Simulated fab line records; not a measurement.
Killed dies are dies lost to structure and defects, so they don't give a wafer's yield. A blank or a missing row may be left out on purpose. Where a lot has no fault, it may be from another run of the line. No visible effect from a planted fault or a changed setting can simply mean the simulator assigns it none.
Split-lot trial :: flow sfq_line :: 5 lots, 23 wafers read, on a route of 325 steps

THE SPLIT
At SFQ_TRILAYER_M7_LITHO_COAT_177 (resist thk 600 nm), the setting resist_thk_nm was moved away from the recipe's 600 nm on 7 of the 23 wafers read, by -5.7% to +2.1%. For the rest of the wafers, this setting stayed at what the recipe calls for.

Between the split and the reading, the file records no step.

THE READING
KrF_of_TRILAYER_M7_LITHO_COAT_177.thk_nm (the simulator's own value, which no gauge read), in nm, at SFQ_TRILAYER_M7_ETCH_METAL_ETCH_180 (etches Nb in Cl2/Ar, stops on SiO2, target depth 240 nm, time 120 s). The file does not state a usual value for it. Average 382.1 nm, standard deviation 2.8 nm, over the 16 wafers here run with the recipe.

wafer: L075.1
tool, chamber at the split: litho_track-02, 0
resist_thk_nm as run, nm: 600
against the recipe: recipe
KrF_of_TRILAYER_M7_LITHO_COAT_177.thk_nm, nm: 380.6
against lot-mates on the recipe: -

wafer: L075.2
tool, chamber at the split: litho_track-02, 0
resist_thk_nm as run, nm: 600
against the recipe: recipe
KrF_of_TRILAYER_M7_LITHO_COAT_177.thk_nm, nm: 380.3
against lot-mates on the recipe: -

wafer: L075.6
tool, chamber at the split: litho_track-02, 0
resist_thk_nm as run, nm: 600
against the recipe: recipe
KrF_of_TRILAYER_M7_LITHO_COAT_177.thk_nm, nm: 380.3
against lot-mates on the recipe: -

wafer: L075.3
tool, chamber at the split: litho_track-02, 0
resist_thk_nm as run, nm: 612.7
against the recipe: +2.1%
KrF_of_TRILAYER_M7_LITHO_COAT_177.thk_nm, nm: 392.4
against lot-mates on the recipe: +12.0

wafer: L075.4
tool, chamber at the split: litho_track-02, 0
resist_thk_nm as run, nm: 612.7
against the recipe: +2.1%
KrF_of_TRILAYER_M7_LITHO_COAT_177.thk_nm, nm: 393.4
against lot-mates on the recipe: +13.0

wafer: L078.2
tool, chamber at the split: litho_track-02, 0
resist_thk_nm as run, nm: 600
against the recipe: recipe
KrF_of_TRILAYER_M7_LITHO_COAT_177.thk_nm, nm: 387.5
against lot-mates on the recipe: -

wafer: L078.3
tool, chamber at the split: litho_track-02, 0
resist_thk_nm as run, nm: 600
against the recipe: recipe
KrF_of_TRILAYER_M7_LITHO_COAT_177.thk_nm, nm: 383.5
against lot-mates on the recipe: -

wafer: L078.4
tool, chamber at the split: litho_track-02, 0
resist_thk_nm as run, nm: 600
against the recipe: recipe
KrF_of_TRILAYER_M7_LITHO_COAT_177.thk_nm, nm: 386.4
against lot-mates on the recipe: -

wafer: L078.5
tool, chamber at the split: litho_track-02, 0
resist_thk_nm as run, nm: 600
against the recipe: recipe
KrF_of_TRILAYER_M7_LITHO_COAT_177.thk_nm, nm: 386.2
against lot-mates on the recipe: -

wafer: L078.6
tool, chamber at the split: litho_track-02, 0
resist_thk_nm as run, nm: 600
against the recipe: recipe
KrF_of_TRILAYER_M7_LITHO_COAT_177.thk_nm, nm: 384
against lot-mates on the recipe: -

wafer: L080.1
tool, chamber at the split: litho_track-01, 0
resist_thk_nm as run, nm: 600
against the recipe: recipe
KrF_of_TRILAYER_M7_LITHO_COAT_177.thk_nm, nm: 380.9
against lot-mates on the recipe: -

wafer: L080.3
tool, chamber at the split: litho_track-01, 0
resist_thk_nm as run, nm: 600
against the recipe: recipe
KrF_of_TRILAYER_M7_LITHO_COAT_177.thk_nm, nm: 383.6
against lot-mates on the recipe: -

wafer: L080.4
tool, chamber at the split: litho_track-01, 0
resist_thk_nm as run, nm: 600
against the recipe: recipe
KrF_of_TRILAYER_M7_LITHO_COAT_177.thk_nm, nm: 379.6
against lot-mates on the recipe: -

wafer: L083.1
tool, chamber at the split: litho_track-04, 0
resist_thk_nm as run, nm: 567.2
against the recipe: -5.5%
KrF_of_TRILAYER_M7_LITHO_COAT_177.thk_nm, nm: 348.6
against lot-mates on the recipe: -33.5

wafer: L083.2
tool, chamber at the split: litho_track-04, 0
resist_thk_nm as run, nm: 600
against the recipe: recipe
KrF_of_TRILAYER_M7_LITHO_COAT_177.thk_nm, nm: 380.4
against lot-mates on the recipe: -

wafer: L083.3
tool, chamber at the split: litho_track-04, 0
resist_thk_nm as run, nm: 600
against the recipe: recipe
KrF_of_TRILAYER_M7_LITHO_COAT_177.thk_nm, nm: 383.8
against lot-mates on the recipe: -

wafer: L083.4
tool, chamber at the split: litho_track-04, 0
resist_thk_nm as run, nm: 567.2
against the recipe: -5.5%
KrF_of_TRILAYER_M7_LITHO_COAT_177.thk_nm, nm: 345.4
against lot-mates on the recipe: -36.7

wafer: L083.5
tool, chamber at the split: litho_track-04, 0
resist_thk_nm as run, nm: 567.2
against the recipe: -5.5%
KrF_of_TRILAYER_M7_LITHO_COAT_177.thk_nm, nm: 344.5
against lot-mates on the recipe: -37.6

wafer: L084.1
tool, chamber at the split: litho_track-01, 0
resist_thk_nm as run, nm: 565.8
against the recipe: -5.7%
KrF_of_TRILAYER_M7_LITHO_COAT_177.thk_nm, nm: 344.6
against lot-mates on the recipe: -34.5

wafer: L084.2
tool, chamber at the split: litho_track-01, 0
resist_thk_nm as run, nm: 600
against the recipe: recipe
KrF_of_TRILAYER_M7_LITHO_COAT_177.thk_nm, nm: 379.7
against lot-mates on the recipe: -

wafer: L084.3
tool, chamber at the split: litho_track-01, 0
resist_thk_nm as run, nm: 600
against the recipe: recipe
KrF_of_TRILAYER_M7_LITHO_COAT_177.thk_nm, nm: 378
against lot-mates on the recipe: -

wafer: L084.5
tool, chamber at the split: litho_track-01, 0
resist_thk_nm as run, nm: 565.8
against the recipe: -5.7%
KrF_of_TRILAYER_M7_LITHO_COAT_177.thk_nm, nm: 343.9
against lot-mates on the recipe: -35.2

wafer: L084.6
tool, chamber at the split: litho_track-01, 0
resist_thk_nm as run, nm: 600
against the recipe: recipe
KrF_of_TRILAYER_M7_LITHO_COAT_177.thk_nm, nm: 379.5
against lot-mates on the recipe: -

FIT RESULTS
A straight line over all 23 wafers: KrF_of_TRILAYER_M7_LITHO_COAT_177.thk_nm changes by +6.46 nm for each +1% of resist_thk_nm; r = +0.99; the points scatter about the line by 2.7 nm.
The same after taking each lot's own level away (the mean of its wafers on the recipe; 23 wafers): +6.33 nm for each +1%; r = +1.00; scatter 1.5 nm.
According to that fit, moving resist_thk_nm by its largest amount changes the reading by 36 nm.
The span of the lots' own levels, 379.07 to 385.52 nm, comes to 2.3 times the standard deviation stated above.
Hence the lot-to-lot level has little effect on the slope; both slopes agree.
Check: with one of the wafers moved furthest among these (-5.7%) left out of the fit, the line predicts -36.7 nm for it against its lot-mates. Against them it came out at -34.5 nm.

THE OTHER SPLITS THESE WAFERS WENT THROUGH
These wafers also went through other splits before the reading. Each is held against what the fit with the lots' levels taken away leaves over:
other split on the same wafers: SFQ_TRILAYER_M6_ETCH_METAL_ETCH_162 icp_w
wafers away from the commonest value: 9
r with KrF_of_TRILAYER_M7_LITHO_COAT_177.thk_nm (lot level and that fit taken away): +0.31

other split on the same wafers: SFQ_TRILAYER_I6_VIA_LITHO_COAT_169 spin_rpm
wafers away from the commonest value: 10
r with KrF_of_TRILAYER_M7_LITHO_COAT_177.thk_nm (lot level and that fit taken away): -0.08

THE WHOLE CHAIN: every reading that the file lists as answering this split, in the file's order
step: SFQ_TRILAYER_M7_LITHO_COAT_177
what it does: resist thk 600 nm
reading: KrF_of_TRILAYER_M7_LITHO_COAT_177.thk_nm (the simulator's own value, which no gauge read)
change (the file's fit): +6.19 nm for each +1% of the setting
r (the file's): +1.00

step: SFQ_TRILAYER_M7_ETCH_METAL_ETCH_180
what it does: etches Nb in Cl2/Ar, stops on SiO2, target depth 240 nm, time 120 s
reading: KrF_of_TRILAYER_M7_LITHO_COAT_177.thk_nm (the simulator's own value, which no gauge read)
change (the file's fit): +6.3 nm for each +1% of the setting
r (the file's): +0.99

THE FILE'S OWN FIT
KrF_of_TRILAYER_M7_LITHO_COAT_177.thk_nm changes by +6.3 nm for each +1% of resist_thk_nm, r = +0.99.
